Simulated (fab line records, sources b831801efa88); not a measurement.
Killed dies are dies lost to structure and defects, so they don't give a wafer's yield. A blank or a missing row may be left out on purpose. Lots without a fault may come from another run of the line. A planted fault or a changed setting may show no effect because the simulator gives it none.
A struck lot beside a sound one | flow gf180mcu | 17 steps out of a route of 602
Sound: wafers L251.1, L251.2, L251.4. Struck: wafers L245.3, L245.5, L245.6. The cause comes at the end.
At each step with rows: each side's tool, then ch and its chambers, then its first start. Under that, the readings that differ: sound wafers | struck wafers | difference of the means | sigmas: that difference in standard deviations of wafers without a fault.
alike: readings whose means differ by less than 2 such deviations, and words and numbers that are the same on both sides. not compared: withheld readings, readings that some wafer has no value for, bounds like >300 that may hide the same value, and numbers for which the record gives no deviation and whose values overlap.
The two part at a step that has a row with sigmas, a row that says differs or no value, or rows on one side only. Numbers that don't overlap but have no deviation are shown without sigmas and don't part them. A reading that every wafer of one side lacks parts them only if that side has two wafers or more.

first, 6 steps without rows for these wafers: GF_M3_HMDS_08 (prime time 60 s); GF_M3_COAT_09 (resist thk 1000 nm); GF_M3_SOFTBAKE_10 (time 60 s); GF_M3_EXPOSE_11 (exposes mask Metal3, target cd 280 nm); GF_M3_PEB_12 (peb time 90 s); GF_M3_DEVELOP_13 (develop time 60 s).
GF_M3_CD_MEAS_14: target cd 280 nm.
  sound on cd_sem-02, day 26 20:28; struck on cd_sem-01, day 24 21:57
  alike: cd_nm
GF_M3_OVL_MEAS_15:
  sound on overlay-02, day 26 20:35; struck on overlay-01, day 24 22:02
  alike: M3_OVL
GF_M3_METAL_ETCH_16: etches the open film in Cl2/BCl3, stops on SiO2, target depth 627.5 nm, time 104.6 s.
  sound on rie_metal-04 ch 0,1, day 26 20:37; struck on rie_metal-01 ch 0,1, day 24 22:06
  alike: drypump_motor_current_A, oes_product_au, throttle_valve_pct
  not compared: rf_hours_counter_h
GF_M3_STRIP_17: strips in O2/N2.
  sound on plasma_asher-03 ch 0,1, day 26 20:44; struck on plasma_asher-04 ch 0,1, day 24 22:13
  alike: drypump_motor_current_A, heater_power_w, oes_product_au, strip_time_to_endpoint_s
  not compared: rf_hours_counter_h
then, 2 steps without rows for these wafers: GF_M3_STRIP_18 (strips in post etch residue remover, time 1200 s); GF_M3_CLEAN_19 (cleans in DIW).
GF_V3_CVD_00: deposits SiO2, target thk 600 nm, time 100 s.
  sound on hdpcvd-02 ch 0,1, day 26 21:16; struck on hdpcvd-02 ch 0,2, day 24 22:44
  no value came back on the struck wafers for pressure_mtorr (mTorr), run_length_s (s); on the sound wafers pressure_mtorr (mTorr) reads 6.003 5.975 6.004
GF_V3_CVD_02: deposits SiO2 from TEOS, target thk 850 nm, time 94.851 s.
  sound on pecvd-04 ch 1,2, day 26 21:23; struck on pecvd-03 ch 1,2, day 24 22:55
  alike: heater_power_outer_w, heater_power_w
GF_V3_CMP_04: polishes SiO2.
  sound on cmp-02 ch 1,2,3, day 26 21:31; struck on cmp-01 ch 1,2, day 24 23:02
  alike: motor_current_A
GF_V3_BOW_MEAS_05:
  sound on film_metro-02, day 26 21:49; struck on film_metro-04, day 24 23:23
  reading     | sound       | struck     | difference | sigmas
  V3_BOW (um) | 117 117 112 | 82 101 100 | -21        | -2
then, 1 step without rows for these wafers: GF_V3_DEHYDRATE_06 (time 60 s).

WHERE THEY PART
First at GF_V3_CVD_00; last, within this record, at GF_V3_BOW_MEAS_05.

WHY: what the simulator had put in
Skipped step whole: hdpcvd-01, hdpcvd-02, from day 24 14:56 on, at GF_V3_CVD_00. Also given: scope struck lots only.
